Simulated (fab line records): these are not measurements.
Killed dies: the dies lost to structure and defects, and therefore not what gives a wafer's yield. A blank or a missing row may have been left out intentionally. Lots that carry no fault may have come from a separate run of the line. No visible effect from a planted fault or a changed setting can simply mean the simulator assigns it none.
2 desks looking at one fault    flow gf180mcu    numbers are kept per desk, each desk with only its own; the story behind them comes last

## METROLOGY DESK
Means of the sampled wafers that have a number, per lot and without regard to the tool the lot ran on: this is what the gauges read. If a lot's mean is further than 4 standard deviations from the usual mean, the lot is out of limits and carries the mark OUT (the distance appears in the brackets).
Columns: A = V5_W_RS at GF_V5_RS_MEAS_24, usual 0.323 ohm/sq; B = V5_W_THK at GF_V5_THK_MEAS_25, usual 349 nm
lot   first seen here  A      B
L800  day 27 21:41     0.329  339
L801  day 28 09:01     0.312  359
L802  day 28 13:09     0.317  354
L803  day 28 13:47     0.324  351
L804  day 28 16:47     0.323  349
L805  day 29 07:19     0.326  349
L808  day 29 17:58     0.324  351
L812  day 31 03:59     0.318  355
L813  day 31 06:28     0.317  355
L815  day 31 17:37     0.326  349
L818  day 32 10:15     0.323  346
L820  day 32 21:10     0.323  344
L823  day 33 09:21     0.329  339
Result from this desk: across the 13 lots, nothing is out of limits.

## DESK OF THE TOOL OWNER: pvdSputter-02
The tool's own readings at GF_M2_SPUTTER_00 (material Ti, target thk 37.5 nm, time 150 s): means of the sampled wafers that have a number, for each lot that ran on this tool. If a lot's mean is further than 4 standard deviations from the usual mean, the lot is out of limits and carries the mark OUT (the distance appears in the brackets).
Columns: A = cathodeDcPowerW at GF_M2_SPUTTER_00, usual 4000.0 W; B = throttleValvePct at GF_M2_SPUTTER_00, usual 29.7 %
lot   first seen here  A       B
L802  day 19 18:24     3999.9  29.5
L815  day 23 17:41     3999.7  29.8
L818  day 24 15:59     3999.7  30.2
Result from this desk: across the 3 lots, nothing is out of limits.

## ALL TOGETHER
The metrology desk saw nothing out of limits.
The desk of the tool owner found nothing out of limits.

## WHAT HAD BEEN PUT IN BY THE SIMULATOR
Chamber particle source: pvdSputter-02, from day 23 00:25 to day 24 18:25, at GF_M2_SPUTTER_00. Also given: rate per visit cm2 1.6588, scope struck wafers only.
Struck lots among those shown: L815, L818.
